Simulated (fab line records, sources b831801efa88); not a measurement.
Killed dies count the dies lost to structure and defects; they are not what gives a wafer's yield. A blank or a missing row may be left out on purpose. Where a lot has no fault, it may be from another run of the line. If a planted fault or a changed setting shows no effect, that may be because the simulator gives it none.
fab line records + flow sky130
record
- lots=15
- wafers=45
- lastDay=50
route steps=708 shown VT_ADJUST_LVTN@117 VT_ADJUST_NCORE@129 LOCAL_INTERCONNECT@401 METAL1@435 METAL2@499
lots untouched by any fault: they come from a run of this same line in which no faults occurred
startH: the number of hours between the record's first day and the start of the first shown wafer of the lot + waitH: how many hours have passed since the lot's step before this one + " same as the row above + L1.1+2: several wafers, shown together as one row + - no value, or no start given + * or withheld: withheld + < > ~ a bound
route shown NAME@n: names a module that has steps shown in the file, with the first one's number in the route + usual: mean/standard deviation of fault-free wafers + same: alike in all rows + chamber/n: place in a boat + sites: each site's reading + _std_site: standard deviation across them + _edge_site: outer sites' mean less inner sites' + radiusMm: for every site, how far away it sits from the centre of the wafer + mask NAME#n: copy n + behind: tool/chamber where the wafer was last shaped + hold: why the lot was held/for how many hours/how that ended + device: the n, p or np transistor that did not switch + end of line: at the end of the route, the tests of the same wafers + where a step has no rows: the recipe by itself + killed: dies that structure and defects cost at the first sort, which is not the same as the wafer's yield + map: shows each die of a wafer: x if killed, . if not, _ if none is there
set.NAME: the setting that was run; set.NAME@STEP: the one run at that earlier step + model.NAME: the simulator's own value behind a step, which no gauge read
the route's steps for a sample of lots (tables are steps, rows are wafers)
services: from which hour (startH, from the record's first day; less than 0 if before it) a tool's chamber was out of use, for how many hours, and why
## steps
# step SKY_VT_ADJUST_LVTN_STRIP_20
# recipe
- chemistry=O2/N2
- powerW=1400
- pressureMtorr=1500
- platenTempC=withheld
- o2FlowSccm=3000
- n2FlowSccm=300
- overashFraction=0.5
# usual
- chamberPressureMTorr=1500.1/1.4
- drypumpMotorCurrentA=5.6/0.57
- oesProductAu=0.716/0.0046
- stripTimeToEndpointS=14.19/0.045
| lot.wafer | tool           | chamber | startH | waitH | chamberPressureMTorr | drypumpMotorCurrentA | oesProductAu | rfHoursCounterH | stripTimeToEndpointS |
|-----------|----------------|---------|--------|-------|----------------------|----------------------|--------------|-----------------|----------------------|
| L988.2    | plasmaAsher-02 | 0       | 159.14 | 0.1   | 1500.7               | 6.5                  | 0.713        | 4               | 14.23                |
| L988.5    | "              | 1       | "      | "     | 1499.3               | 6.0                  | 0.709        | -               | 14.27                |
| L988.6    | "              | 0       | "      | "     | 1500.3               | 6.4                  | 0.723        | -               | 14.24                |
| L989.2    | plasmaAsher-01 | 0       | 166.05 | 0.1   | 1502.1               | 5.6                  | 0.719        | 36              | 14.25                |
| L989.4    | "              | 0       | "      | "     | 1498.2               | 5.7                  | 0.713        | -               | 14.20                |
| L989.6    | "              | 1       | "      | "     | 1497.1               | 5.0                  | 0.711        | -               | 14.20                |
| L990.1    | plasmaAsher-01 | 0       | 171.59 | 0.1   | 1496.0               | 5.7                  | 0.721        | 37              | 14.21                |
| L990.2    | "              | 1       | "      | "     | 1500.2               | 5.0                  | 0.711        | 37              | 14.22                |
| L990.3    | "              | 1       | "      | "     | 1502.0               | 5.0                  | 0.714        | -               | 14.21                |
| L991.1    | plasmaAsher-02 | 0       | 179.93 | 0.1   | 1501.2               | 6.4                  | 0.723        | 6               | 14.15                |
| L991.2    | "              | 1       | "      | "     | 1499.7               | 6.0                  | 0.713        | 6               | 14.10                |
| L991.4    | "              | 0       | "      | "     | 1499.8               | 6.4                  | 0.705        | -               | 14.14                |
| L992.1    | plasmaAsher-04 | 0       | 199.59 | 0.1   | 1499.9               | 4.7                  | 0.721        | 50              | 14.24                |
| L992.4    | "              | 0       | "      | "     | 1500.0               | 4.7                  | 0.718        | -               | 14.27                |
| L992.6    | "              | 0       | "      | "     | 1499.2               | 4.7                  | 0.718        | -               | 14.25                |
| L995.2    | plasmaAsher-01 | 0       | 209.73 | 0.1   | 1501.7               | 5.6                  | 0.719        | 41              | 14.16                |
| L995.5    | "              | 0       | "      | "     | 1502.9               | 5.7                  | 0.719        | -               | 14.17                |
| L995.6    | "              | 1       | "      | "     | 1500.5               | 5.0                  | 0.713        | -               | 14.18                |
| L996.1    | plasmaAsher-01 | 1       | 215.38 | 0.1   | 1501.4               | 5.0                  | 0.709        | 41              | 14.26                |
| L996.2    | "              | 0       | "      | "     | 1502.2               | 5.6                  | 0.714        | 41              | 14.20                |
| L996.5    | "              | 0       | "      | "     | 1499.7               | 5.7                  | 0.722        | -               | 14.29                |
| L100.1    | plasmaAsher-04 | 0       | 240.60 | 0.1   | 1500.1               | 4.7                  | 0.722        | 54              | 14.13                |
| L100.2    | "              | 1       | "      | "     | 1499.4               | 5.8                  | 0.711        | 54              | 14.10                |
| L100.4    | "              | 1       | "      | "     | 1498.9               | 5.8                  | 0.715        | -               | 14.10                |
| L104.4    | plasmaAsher-01 | 0       | 264.01 | 0.1   | -                    | -                    | -            | -               | -                    |
| L104.5    | "              | 0       | "      | "     | -                    | -                    | -            | -               | -                    |
| L104.6    | "              | 1       | "      | "     | -                    | -                    | -            | -               | -                    |
| L105.1    | plasmaAsher-02 | 0       | 273.44 | 0.1   | -                    | -                    | -            | -               | -                    |
| L105.3    | "              | 0       | "      | "     | -                    | -                    | -            | -               | -                    |
| L105.6    | "              | 0       | "      | "     | -                    | -                    | -            | -               | -                    |
| L106.3    | plasmaAsher-04 | 0       | 278.03 | 0.1   | -                    | -                    | -            | -               | -                    |
| L106.5    | "              | 1       | "      | "     | -                    | -                    | -            | -               | -                    |
| L106.6    | "              | 0       | "      | "     | -                    | -                    | -            | -               | -                    |
| L108.1    | plasmaAsher-04 | 0       | 295.83 | 0.1   | 1498.1               | 4.7                  | 0.720        | 61              | 14.20                |
| L108.2    | "              | 1       | "      | "     | 1497.0               | 5.8                  | 0.714        | 61              | 14.16                |
| L108.4    | "              | 1       | "      | "     | 1500.5               | 5.8                  | 0.711        | -               | 14.22                |
| L109.1    | plasmaAsher-04 | 0       | 313.73 | 0.1   | 1500.2               | 4.7                  | 0.717        | 63              | 14.14                |
| L109.4    | "              | 0       | "      | "     | 1500.9               | 4.7                  | 0.719        | -               | 14.20                |
| L109.5    | "              | 0       | "      | "     | 1499.5               | 4.7                  | 0.720        | -               | 14.15                |
| L110.2    | plasmaAsher-02 | 0       | 316.03 | 0.1   | 1499.7               | 6.4                  | 0.710        | 21              | 14.19                |
| L110.5    | "              | 1       | "      | "     | 1500.6               | 6.0                  | 0.713        | -               | 14.20                |
| L110.6    | "              | 0       | "      | "     | 1500.5               | 6.4                  | 0.712        | -               | 14.19                |
| L111.1    | plasmaAsher-02 | 1       | 317.13 | 0.1   | 1500.8               | 6.0                  | 0.724        | 21              | 14.11                |
| L111.4    | "              | 0       | "      | "     | 1499.6               | 6.5                  | 0.719        | -               | 14.14                |
| L111.5    | "              | 0       | "      | "     | 1499.3               | 6.4                  | 0.715        | -               | 14.17                |
# step SKY_VT_ADJUST_NCORE_STRIP_10
# recipe
- chemistry=O2/N2
- powerW=1400
- pressureMtorr=1500
- platenTempC=withheld
- o2FlowSccm=3000
- n2FlowSccm=300
- overashFraction=0.5
# usual
- chamberPressureMTorr=1499.7/1.4
- drypumpMotorCurrentA=5.3/0.44
- oesProductAu=0.715/0.0045
- stripTimeToEndpointS=14.19/0.04
| lot.wafer | tool           | chamber | startH | waitH | chamberPressureMTorr | drypumpMotorCurrentA | oesProductAu | rfHoursCounterH | stripTimeToEndpointS |
|-----------|----------------|---------|--------|-------|----------------------|----------------------|--------------|-----------------|----------------------|
| L988.2    | plasmaAsher-01 | 0       | 180.13 | 0.1   | 1499.8               | 5.7                  | 0.714        | 38              | 14.25                |
| L988.5    | "              | 0       | "      | "     | 1498.9               | 5.7                  | 0.713        | -               | 14.24                |
| L988.6    | "              | 1       | "      | "     | 1501.2               | 5.0                  | 0.710        | -               | 14.26                |
| L989.2    | plasmaAsher-04 | 0       | 186.47 | 0.1   | 1500.4               | 4.7                  | 0.708        | 49              | 14.22                |
| L989.4    | "              | 1       | "      | "     | 1500.2               | 5.8                  | 0.720        | -               | 14.27                |
| L989.6    | "              | 1       | "      | "     | 1499.6               | 5.8                  | 0.718        | -               | 14.28                |
| L990.1    | plasmaAsher-04 | 0       | 192.33 | 0.1   | 1499.6               | 4.7                  | 0.716        | 49              | 14.23                |
| L990.2    | "              | 1       | "      | "     | 1499.6               | 5.8                  | 0.712        | 49              | 14.25                |
| L990.3    | "              | 0       | "      | "     | 1498.9               | 4.7                  | 0.711        | -               | 14.26                |
| L991.1    | plasmaAsher-04 | 1       | 200.68 | 0.1   | 1500.0               | 5.8                  | 0.712        | 50              | 14.10                |
| L991.2    | "              | 0       | "      | "     | 1501.2               | 4.7                  | 0.720        | 50              | 14.15                |
| L991.4    | "              | 1       | "      | "     | 1498.2               | 5.8                  | 0.706        | -               | 14.13                |
| L992.1    | plasmaAsher-03 | 1       | 221.30 | 0.1   | 1499.0               | 5.3                  | 0.715        | 53              | 14.22                |
| L992.4    | "              | 1       | "      | "     | 1499.0               | 5.4                  | 0.714        | -               | 14.18                |
| L992.6    | "              | 1       | "      | "     | 1498.8               | 5.3                  | 0.715        | -               | 14.22                |
| L995.2    | plasmaAsher-01 | 0       | 231.65 | 0.1   | 1502.5               | 5.7                  | 0.715        | 43              | 14.24                |
| L995.5    | "              | 0       | "      | "     | 1498.7               | 5.7                  | 0.710        | -               | 14.21                |
| L995.6    | "              | 1       | "      | "     | 1498.7               | 5.0                  | 0.712        | -               | 14.24                |
| L996.1    | plasmaAsher-01 | 1       | 238.55 | 0.1   | 1500.2               | 5.0                  | 0.716        | 43              | 14.17                |
| L996.2    | "              | 0       | "      | "     | 1499.3               | 5.7                  | 0.718        | 43              | 14.16                |
| L996.5    | "              | 0       | "      | "     | 1499.3               | 5.7                  | 0.712        | -               | 14.13                |
| L100.1    | plasmaAsher-04 | 0       | 263.80 | 0.1   | 1501.6               | 4.7                  | 0.713        | 57              | 14.17                |
| L100.2    | "              | 1       | "      | "     | 1498.7               | 5.8                  | 0.716        | 57              | 14.19                |
| L100.4    | "              | 1       | "      | "     | 1502.1               | 5.8                  | 0.717        | -               | 14.19                |
| L104.4    | plasmaAsher-04 | 0       | 289.03 | 0.1   | 1499.4               | 4.7                  | 0.726        | -               | 31.27                |
| L104.5    | "              | 0       | "      | "     | 1499.8               | 4.7                  | 0.721        | -               | 31.29                |
| L104.6    | "              | 1       | "      | "     | 1498.4               | 5.8                  | 0.721        | -               | 31.29                |
| L105.1    | plasmaAsher-01 | 0       | 299.07 | 0.1   | 1498.1               | 5.7                  | 0.720        | 51              | 31.31                |
| L105.3    | "              | 0       | "      | "     | 1499.7               | 5.7                  | 0.718        | -               | 31.33                |
| L105.6    | "              | 0       | "      | "     | 1497.5               | 5.7                  | 0.717        | -               | 31.38                |
| L106.3    | plasmaAsher-04 | 0       | 303.25 | 0.1   | 1500.7               | 4.7                  | 0.722        | -               | 31.26                |
| L106.5    | "              | 1       | "      | "     | 1500.7               | 5.8                  | 0.722        | -               | 31.31                |
| L106.6    | "              | 0       | "      | "     | 1499.9               | 4.7                  | 0.725        | -               | 31.28                |
| L108.1    | plasmaAsher-01 | 0       | 321.83 | 0.1   | 1499.6               | 5.7                  | 0.716        | 53              | 14.20                |
| L108.2    | "              | 1       | "      | "     | 1497.9               | 5.0                  | 0.714        | 53              | 14.18                |
| L108.4    | "              | 0       | "      | "     | 1502.3               | 5.6                  | 0.724        | -               | 14.22                |
| L109.1    | plasmaAsher-01 | 1       | 340.92 | 0.1   | 1498.9               | 5.0                  | 0.719        | 55              | 14.21                |
| L109.4    | "              | 0       | "      | "     | 1497.8               | 5.7                  | 0.706        | -               | 14.15                |
| L109.5    | "              | 1       | "      | "     | 1499.0               | 5.0                  | 0.718        | -               | 14.17                |
| L110.2    | plasmaAsher-04 | 0       | 342.60 | 0.1   | 1503.0               | 4.7                  | 0.713        | 66              | 14.18                |
| L110.5    | "              | 0       | "      | "     | 1501.0               | 4.7                  | 0.714        | -               | 14.16                |
| L110.6    | "              | 1       | "      | "     | 1499.4               | 5.8                  | 0.719        | -               | 14.19                |
| L111.1    | plasmaAsher-01 | 0       | 343.02 | 0.1   | 1499.7               | 5.6                  | 0.712        | 55              | 14.18                |
| L111.4    | "              | 1       | "      | "     | 1498.1               | 5.0                  | 0.723        | -               | 14.17                |
| L111.5    | "              | 1       | "      | "     | 1496.6               | 5.0                  | 0.715        | -               | 14.15                |
# step SKY_VT_ADJUST_NCORE_TW_MEAS_11
# usual
- VT_ADJUST_NCORE_TW=219.4/2.4
| lot.wafer | tool         | chamber | startH | waitH | VT_ADJUST_NCORE_TW |
|-----------|--------------|---------|--------|-------|--------------------|
| L988.2    | filmMetro-01 | -       | 180.24 | 0.1   | 223.8              |
| L988.5    | "            | -       | "      | "     | 222.4              |
| L988.6    | "            | -       | "      | "     | 223.0              |
| L989.2    | filmMetro-04 | -       | 186.58 | 0.1   | 219.6              |
| L989.4    | "            | -       | "      | "     | 217.1              |
| L989.6    | "            | -       | "      | "     | 219.1              |
| L990.1    | filmMetro-04 | -       | 192.43 | 0.1   | 218.1              |
| L990.2    | "            | -       | "      | "     | 218.9              |
| L990.3    | "            | -       | "      | "     | 219.0              |
| L991.1    | filmMetro-04 | -       | 200.78 | 0.1   | 218.7              |
| L991.2    | "            | -       | "      | "     | 218.2              |
| L991.4    | "            | -       | "      | "     | 217.9              |
| L992.1    | filmMetro-04 | -       | 221.40 | 0.1   | 216.6              |
| L992.4    | "            | -       | "      | "     | 216.8              |
| L992.6    | "            | -       | "      | "     | 216.6              |
| L995.2    | filmMetro-01 | -       | 231.76 | 0.1   | 223.3              |
| L995.5    | "            | -       | "      | "     | 223.0              |
| L995.6    | "            | -       | "      | "     | 224.2              |
| L996.1    | filmMetro-01 | -       | 238.65 | 0.1   | 222.7              |
| L996.2    | "            | -       | "      | "     | 223.6              |
| L996.5    | "            | -       | "      | "     | 223.6              |
| L100.1    | filmMetro-04 | -       | 263.90 | 0.1   | 217.1              |
| L100.2    | "            | -       | "      | "     | 217.6              |
| L100.4    | "            | -       | "      | "     | 217.8              |
| L104.4    | filmMetro-04 | -       | 289.13 | 0.1   | 29.9               |
| L104.5    | "            | -       | "      | "     | 29.9               |
| L104.6    | "            | -       | "      | "     | 30.0               |
| L105.1    | filmMetro-01 | -       | 299.17 | 0.1   | 30.5               |
| L105.3    | "            | -       | "      | "     | 30.5               |
| L105.6    | "            | -       | "      | "     | 30.6               |
| L106.3    | filmMetro-04 | -       | 303.34 | 0.1   | 29.8               |
| L106.5    | "            | -       | "      | "     | 30.0               |
| L106.6    | "            | -       | "      | "     | 29.7               |
| L108.1    | filmMetro-03 | -       | 321.93 | 0.1   | 217.7              |
| L108.2    | "            | -       | "      | "     | 217.0              |
| L108.4    | "            | -       | "      | "     | 216.8              |
| L109.1    | filmMetro-01 | -       | 341.02 | 0.1   | 223.2              |
| L109.4    | "            | -       | "      | "     | 223.4              |
| L109.5    | "            | -       | "      | "     | 223.7              |
| L110.2    | filmMetro-03 | -       | 342.71 | 0.1   | 217.7              |
| L110.5    | "            | -       | "      | "     | 219.7              |
| L110.6    | "            | -       | "      | "     | 219.7              |
| L111.1    | filmMetro-03 | -       | 343.12 | 0.1   | 218.4              |
| L111.4    | "            | -       | "      | "     | 218.8              |
| L111.5    | "            | -       | "      | "     | 219.3              |
# step SKY_LOCAL_INTERCONNECT_METAL_ETCH_14
# recipe
- targetDepthNm=110
- stopOn=PSG
- chemistry=Cl2/BCl3
- target=TiN
- resistSidewallDeg=88
- pressureMtorr=10
- icpW=900
- biasW=48.5
- Cl2_flow_sccm=60
- bcl3FlowSccm=30
- timeS=31.4
# usual
- drypumpMotorCurrentA=5.8/0.54
- oesProductAu=0.943/0.0088
- rfFwdPowerW=891/3.2
- throttleValvePct=21.899/0.011
| lot.wafer | tool        | chamber | startH | waitH | drypumpMotorCurrentA | oesProductAu | rfFwdPowerW | rfHoursCounterH | throttleValvePct |
|-----------|-------------|---------|--------|-------|----------------------|--------------|-------------|-----------------|------------------|
| L988.2    | rieMetal-01 | 1       | 695.29 | 0.0   | 6.5                  | 0.945        | 890         | 0               | 21.888           |
| L988.5    | "           | 0       | "      | "     | 6.3                  | 0.943        | 892         | -               | 21.907           |
| L988.6    | "           | 1       | "      | "     | 6.5                  | 0.954        | 893         | -               | 21.878           |
| L989.2    | rieMetal-04 | 0       | 702.04 | 0.0   | 5.0                  | 0.935        | 891         | 11              | 21.915           |
| L989.4    | "           | 1       | "      | "     | 6.0                  | 0.928        | 886         | -               | 21.905           |
| L989.6    | "           | 1       | "      | "     | 6.1                  | 0.940        | 889         | -               | 21.914           |
| L990.1    | rieMetal-04 | 1       | 713.02 | 0.1   | 6.1                  | 0.933        | 888         | 4               | 21.888           |
| L990.2    | "           | 1       | "      | "     | 6.1                  | 0.931        | 885         | -               | 21.903           |
| L990.3    | "           | 1       | "      | "     | 6.0                  | 0.936        | 887         | -               | 21.918           |
| L991.1    | rieMetal-04 | 1       | 720.81 | 0.0   | 6.1                  | 0.955        | 887         | 4               | 21.883           |
| L991.2    | "           | 0       | "      | "     | 5.0                  | 0.944        | 892         | 11              | 21.906           |
| L991.4    | "           | 0       | "      | "     | 5.0                  | 0.947        | 890         | -               | 21.915           |
| L992.1    | rieMetal-04 | 0       | 747.76 | 0.0   | 5.0                  | 0.941        | 894         | 12              | 21.876           |
| L992.4    | "           | 0       | "      | "     | 5.0                  | 0.942        | 895         | -               | 21.879           |
| L992.6    | "           | 1       | "      | "     | 6.0                  | 0.941        | 889         | -               | 21.898           |
| L995.2    | rieMetal-01 | 1       | 761.07 | 0.0   | 6.5                  | 0.930        | 893         | 3               | 21.912           |
| L995.5    | "           | 0       | "      | "     | 6.3                  | 0.938        | 889         | -               | 21.910           |
| L995.6    | "           | 1       | "      | "     | 6.5                  | 0.934        | 894         | -               | 21.908           |
| L996.1    | rieMetal-01 | 1       | 767.29 | 0.0   | 6.5                  | 0.939        | 894         | 4               | 21.911           |
| L996.2    | "           | 0       | "      | "     | 6.3                  | 0.925        | 885         | 13              | 21.896           |
| L996.5    | "           | 1       | "      | "     | 6.5                  | 0.935        | 892         | -               | 21.913           |
| L100.1    | rieMetal-02 | 1       | 800.29 | 0.0   | 5.2                  | 0.939        | 892         | 8               | 21.927           |
| L100.2    | "           | 0       | "      | "     | 5.6                  | 0.927        | 891         | 9               | 21.913           |
| L100.4    | "           | 1       | "      | "     | 5.2                  | 0.926        | 895         | -               | 21.914           |
| L104.4    | rieMetal-02 | 0       | 823.91 | 0.0   | 5.6                  | 0.946        | 892         | -               | 21.903           |
| L104.5    | "           | 1       | "      | "     | 5.2                  | 0.931        | 895         | -               | 21.898           |
| L104.6    | "           | 0       | "      | "     | 5.6                  | 0.950        | 888         | -               | 21.913           |
| L105.1    | rieMetal-02 | 0       | 834.96 | 0.0   | 5.6                  | 0.946        | 895         | 11              | 21.901           |
| L105.3    | "           | 0       | "      | "     | 5.6                  | 0.945        | 891         | -               | 21.901           |
| L105.6    | "           | 0       | "      | "     | 5.6                  | 0.940        | 894         | -               | 21.900           |
| L106.3    | rieMetal-01 | 1       | 837.69 | 0.1   | 6.5                  | 0.957        | 887         | -               | 21.890           |
| L106.5    | "           | 1       | "      | "     | 6.5                  | 0.952        | 893         | -               | 21.891           |
| L106.6    | "           | 1       | "      | "     | 6.5                  | 0.951        | 892         | -               | 21.906           |
| L108.1    | rieMetal-02 | 0       | 851.41 | 0.0   | 5.6                  | 0.944        | 896         | 12              | 21.889           |
| L108.2    | "           | 1       | "      | "     | 5.2                  | 0.950        | 893         | 11              | 21.905           |
| L108.4    | "           | 1       | "      | "     | 5.2                  | 0.939        | 892         | -               | 21.916           |
| L109.1    | rieMetal-01 | 1       | 876.07 | 0.0   | 6.5                  | 0.969        | 890         | 8               | 21.884           |
| L109.4    | "           | 0       | "      | "     | 6.3                  | 0.954        | 885         | -               | 21.899           |
| L109.5    | "           | 1       | "      | "     | 6.5                  | 0.955        | 890         | -               | 21.888           |
| L111.1    | rieMetal-04 | 1       | 880.17 | 0.0   | 6.1                  | 0.929        | 892         | 11              | 21.921           |
| L111.4    | "           | 1       | "      | "     | 6.1                  | 0.942        | 894         | -               | 21.896           |
| L111.5    | "           | 1       | "      | "     | 6.1                  | 0.933        | 891         | -               | 21.885           |
| L110.2    | rieMetal-01 | 1       | 880.74 | 0.0   | 6.5                  | 0.946        | 894         | 8               | 21.905           |
| L110.5    | "           | 0       | "      | "     | 6.3                  | 0.946        | 891         | -               | 21.905           |
| L110.6    | "           | 1       | "      | "     | 6.5                  | 0.951        | 892         | -               | 21.893           |
# step SKY_METAL1_SPUTTER_01
# recipe
- material=TiN
- targetThkNm=20
- powerW=6500
- timeS=16.7
- chamberPressurePa=0.4
# usual
- throttleValvePct=30.0/0.94
| lot.wafer | tool          | chamber | startH | waitH | throttleValvePct |
|-----------|---------------|---------|--------|-------|------------------|
| L988.2    | pvdSputter-02 | -       | 724.66 | 0.0   | 29.4             |
| L988.5    | "             | -       | "      | "     | 29.5             |
| L988.6    | "             | -       | "      | "     | 29.9             |
| L989.2    | pvdSputter-02 | -       | 730.98 | 0.0   | 29.6             |
| L989.4    | "             | -       | "      | "     | 29.8             |
| L989.6    | "             | -       | "      | "     | 31.6             |
| L990.1    | pvdSputter-04 | -       | 743.09 | 0.0   | 32.1             |
| L990.2    | "             | -       | "      | "     | 30.0             |
| L990.3    | "             | -       | "      | "     | 30.8             |
| L991.1    | pvdSputter-03 | -       | 749.99 | 0.0   | 29.8             |
| L991.2    | "             | -       | "      | "     | 29.4             |
| L991.4    | "             | -       | "      | "     | 29.2             |
| L992.1    | pvdSputter-03 | -       | 777.70 | 0.0   | 29.1             |
| L992.4    | "             | -       | "      | "     | 29.0             |
| L992.6    | "             | -       | "      | "     | 29.5             |
| L995.2    | pvdSputter-04 | -       | 790.87 | 0.0   | 29.6             |
| L995.5    | "             | -       | "      | "     | 30.5             |
| L995.6    | "             | -       | "      | "     | 30.1             |
| L996.1    | pvdSputter-02 | -       | 796.56 | 0.0   | 29.4             |
| L996.2    | "             | -       | "      | "     | 29.4             |
| L996.5    | "             | -       | "      | "     | 29.7             |
| L100.1    | pvdSputter-02 | -       | 828.87 | 0.0   | 29.8             |
| L100.2    | "             | -       | "      | "     | 29.4             |
| L100.4    | "             | -       | "      | "     | 31.4             |
| L104.4    | pvdSputter-03 | -       | 851.79 | 0.0   | 29.4             |
| L104.5    | "             | -       | "      | "     | 29.3             |
| L104.6    | "             | -       | "      | "     | 29.3             |
| L105.1    | pvdSputter-02 | -       | 860.84 | 0.0   | 31.6             |
| L105.3    | "             | -       | "      | "     | 29.3             |
| L105.6    | "             | -       | "      | "     | 28.8             |
| L106.3    | pvdSputter-04 | -       | 864.10 | 0.0   | 29.7             |
| L106.5    | "             | -       | "      | "     | 31.9             |
| L106.6    | "             | -       | "      | "     | 29.8             |
| L108.1    | pvdSputter-03 | -       | 880.56 | 0.0   | 29.8             |
| L108.2    | "             | -       | "      | "     | 29.4             |
| L108.4    | "             | -       | "      | "     | 29.1             |
| L109.1    | pvdSputter-04 | -       | 903.88 | 0.0   | 30.5             |
| L109.4    | "             | -       | "      | "     | 30.1             |
| L109.5    | "             | -       | "      | "     | 32.0             |
| L111.1    | pvdSputter-02 | -       | 908.15 | 0.0   | 29.5             |
| L111.4    | "             | -       | "      | "     | 28.6             |
| L111.5    | "             | -       | "      | "     | 29.5             |
| L110.2    | pvdSputter-02 | -       | 909.07 | 0.0   | 29.3             |
| L110.5    | "             | -       | "      | "     | 31.3             |
| L110.6    | "             | -       | "      | "     | 28.7             |
# step SKY_METAL2_OVL_MEAS_16
# usual
- METAL2_OVL=-1/5.4
| lot.wafer | tool       | chamber | startH | waitH | METAL2_OVL[nm] |
|-----------|------------|---------|--------|-------|----------------|
| L988.2    | overlay-02 | -       | 808.92 | 0.1   | 12             |
| L988.5    | "          | -       | "      | "     | 6              |
| L988.6    | "          | -       | "      | "     | -1             |
| L989.2    | overlay-02 | -       | 818.32 | 3.1   | 0              |
| L989.4    | "          | -       | "      | "     | -1             |
| L989.6    | "          | -       | "      | "     | -1             |
| L990.1    | overlay-02 | -       | 826.92 | 0.1   | 5              |
| L990.2    | "          | -       | "      | "     | -3             |
| L990.3    | "          | -       | "      | "     | 4              |
| L991.1    | overlay-01 | -       | 834.77 | 0.1   | 0              |
| L991.2    | "          | -       | "      | "     | 1              |
| L991.4    | "          | -       | "      | "     | 1              |
| L992.1    | overlay-02 | -       | 857.47 | 0.1   | 0              |
| L992.4    | "          | -       | "      | "     | 0              |
| L992.6    | "          | -       | "      | "     | -4             |
| L995.2    | overlay-01 | -       | 872.02 | 0.1   | 1              |
| L995.5    | "          | -       | "      | "     | 4              |
| L995.6    | "          | -       | "      | "     | -4             |
| L996.1    | overlay-01 | -       | 876.67 | 0.1   | 3              |
| L996.2    | "          | -       | "      | "     | 2              |
| L996.5    | "          | -       | "      | "     | 5              |
| L100.1    | overlay-01 | -       | 908.86 | 0.1   | 0              |
| L100.2    | "          | -       | "      | "     | -17            |
| L100.4    | "          | -       | "      | "     | -6             |
| L104.4    | overlay-01 | -       | 930.99 | 0.1   | -15            |
| L104.5    | "          | -       | "      | "     | 4              |
| L104.6    | "          | -       | "      | "     | -4             |
| L105.1    | overlay-01 | -       | 941.67 | 0.1   | 9              |
| L105.3    | "          | -       | "      | "     | 7              |
| L105.6    | "          | -       | "      | "     | -1             |
| L106.3    | overlay-02 | -       | 942.67 | 0.1   | -11            |
| L106.5    | "          | -       | "      | "     | -3             |
| L106.6    | "          | -       | "      | "     | 0              |
| L108.1    | overlay-02 | -       | 958.17 | 0.1   | -3             |
| L108.2    | "          | -       | "      | "     | -6             |
| L108.4    | "          | -       | "      | "     | -9             |
| L109.1    | overlay-02 | -       | 979.96 | 0.1   | -2             |
| L109.4    | "          | -       | "      | "     | -1             |
| L109.5    | "          | -       | "      | "     | 2              |
| L111.1    | overlay-02 | -       | 984.86 | 0.1   | 0              |
| L111.4    | "          | -       | "      | "     | 10             |
| L111.5    | "          | -       | "      | "     | -3             |
| L110.2    | overlay-01 | -       | 985.45 | 0.1   | -1             |
| L110.5    | "          | -       | "      | "     | -7             |
| L110.6    | "          | -       | "      | "     | -6             |
## services
| tool           | chamber | startH | hours | kind   |
|----------------|---------|--------|-------|--------|
| rieMetal-01    | 0       | 142.95 | 4.8   | repair |
| plasmaAsher-02 | -       | 148.56 | 0.4   | repair |
| rieMetal-04    | -       | 232.57 | 1.3   | repair |
| rieMetal-01    | 1       | 269.75 | 4.2   | repair |
| rieMetal-01    | -       | 343.72 | 0.9   | repair |
| plasmaAsher-04 | -       | 421.25 | 9.0   | pm     |
| plasmaAsher-01 | -       | 423.20 | 2.0   | repair |
| pvdSputter-02  | -       | 434.32 | 2.3   | repair |
| plasmaAsher-04 | -       | 436.05 | 9.4   | repair |
| pvdSputter-02  | -       | 451.29 | 12.1  | repair |
| plasmaAsher-01 | -       | 454.53 | 1.9   | repair |
| plasmaAsher-04 | -       | 461.21 | 0.4   | repair |
| rieMetal-01    | 0       | 465.72 | 2.6   | repair |
| plasmaAsher-04 | -       | 475.84 | 2.6   | repair |
| pvdSputter-02  | -       | 546.09 | 4.9   | repair |
| plasmaAsher-01 | -       | 591.89 | 2.8   | pm     |
| pvdSputter-02  | -       | 644.44 | 0.7   | repair |
| pvdSputter-02  | -       | 707.10 | 13.6  | repair |
| rieMetal-01    | -       | 711.29 | 11.8  | repair |
| rieMetal-01    | 0       | 718.75 | 37.2  | repair |
| plasmaAsher-04 | -       | 729.30 | 8.3   | repair |
| plasmaAsher-01 | -       | 819.21 | 1.2   | repair |
| plasmaAsher-01 | -       | 822.79 | 4.0   | pm     |
| plasmaAsher-04 | -       | 869.92 | 5.3   | repair |
## key
firstSign
- step=SKY_VT_ADJUST_LVTN_STRIP_20
- reading=toolRecord
- direction=missing
effect
- step=SKY_VT_ADJUST_NCORE_STRIP_10
- reading=stripTimeToEndpointS
- direction=up
- sigmas=99+
- usual=*
- struck=*
effect
- step=SKY_VT_ADJUST_NCORE_TW_MEAS_11
- reading=VT_ADJUST_NCORE_TW
- direction=down
- sigmas=79
- usual=219.4
- struck=30.1
metAt SKY_VT_ADJUST_LVTN_STRIP_20
struckLots L104,L105,L106
sortLeftOut L104.4,L104.5,L104.6,L105.1,L105.3,L105.6,L106.3,L106.5,L106.6
testerLeftOut L104,L105,L106
notActingAt SKY_LOCAL_INTERCONNECT_METAL_ETCH_14,SKY_METAL1_SPUTTER_01,SKY_METAL2_OVL_MEAS_16
onsetBetween 240.60 264.01
fault
- kind=skippedStepWhole
- tool=plasmaAsher-01,plasmaAsher-02,plasmaAsher-04
- chamber=-
- onsetH=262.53
- steps=SKY_VT_ADJUST_LVTN_STRIP_20
- scope=struckLotsOnly
# testerLeftOut: of these lots the tester's yield and bins aren't shown, on N5 and GAA mostly nor the transistor test; their killed dies are dies lost to structure and defects alone, not to doping, threshold or leakage, so they don't give the yield
# sortLeftOut: the simulated sort isn't trusted on such a fault, so these wafers' sort isn't shown, and their yield isn't known
